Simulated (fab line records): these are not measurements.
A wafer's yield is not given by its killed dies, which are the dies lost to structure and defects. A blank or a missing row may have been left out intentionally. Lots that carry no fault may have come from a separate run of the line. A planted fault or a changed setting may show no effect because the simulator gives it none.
Matching of chambers | flow gf180mcu | GF_V2_CVD_02 on pecvd-04: 3 sister chambers
The step deposits SiO2 from TEOS, target thk 850 nm, time 94.851 s. 27 wafers are shown with their chamber, then 12 later ones without.

== EACH WAFER AND ITS CHAMBER ==
wafer  | chamber | heater_power_w (W)
L077.3 | 0       | 644
L077.5 | 1       | 649
L077.6 | 0       | 516
L079.2 | 2       | 655
L079.3 | 0       | 520
L079.5 | 1       | 639
L081.1 | 1       | 661
L081.2 | 0       | 570
L081.3 | 2       | 598
L082.3 | 0       | 642
L082.5 | 2       | 619
L082.6 | 0       | 525
L083.2 | 0       | 650
L083.3 | 2       | 633
L083.5 | 1       | 674
L085.1 | 2       | 690
L085.2 | 1       | 592
L085.3 | 0       | 651
L085.4 | 0       | 508
L085.5 | 2       | 553
L085.6 | 1       | 621
L088.1 | 2       | 691
L088.2 | 0       | 625
L088.6 | 1       | 521
L090.1 | 2       | 632
L090.3 | 0       | 650
L090.6 | 0       | 516

SIGNATURES, as means of the wafers listed above
reading        | chamber 0 | chamber 1 | chamber 2 | scatter within a chamber
heater_power_w | 584.75    | 622.43    | 633.88    | 56.2
Rule: a wafer lies at a distance from a chamber equal to the root of the sum of squares, over the readings, of (its reading less the chamber's mean, divided by the reading's scatter). If the next closest chamber is less than 2 further off than the closest, the wafer can't be placed; otherwise it belongs to the closest. The scatter: take each reading less its chamber's mean, square it, sum over the shown wafers, divide by the number of wafers less the number of chambers, and take the root.

== WAFERS WHOSE CHAMBER IS MISSING ==
wafer  | heater_power_w (W)
L091.1 | 688
L091.2 | 674
L091.3 | 647
L091.4 | 526
L091.5 | 544
L091.6 | 554
L092.1 | 636
L092.2 | 609
L092.4 | 562
L095.2 | 647
L095.4 | 576
L095.6 | 658

== EACH ONE'S CHAMBER ==
wafer  | from the rows above          | in truth
L091.1 | can't be placed: 2 or 1 or 0 | 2
L091.2 | can't be placed: 2 or 1 or 0 | 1
L091.3 | can't be placed: 2 or 1 or 0 | 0
L091.4 | can't be placed: 0 or 1 or 2 | 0
L091.5 | can't be placed: 0 or 1 or 2 | 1
L091.6 | can't be placed: 0 or 1 or 2 | 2
L092.1 | can't be placed: 2 or 1 or 0 | 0
L092.2 | can't be placed: 1 or 0 or 2 | 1
L092.4 | can't be placed: 0 or 1 or 2 | 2
L095.2 | can't be placed: 2 or 1 or 0 | 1
L095.4 | can't be placed: 0 or 1 or 2 | 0
L095.6 | can't be placed: 2 or 1 or 0 | 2
Placed correctly: 0 of 12. From these rows, 12 cannot be placed; in 12 the true chamber is one of the candidates. Number placed wrongly: 0.
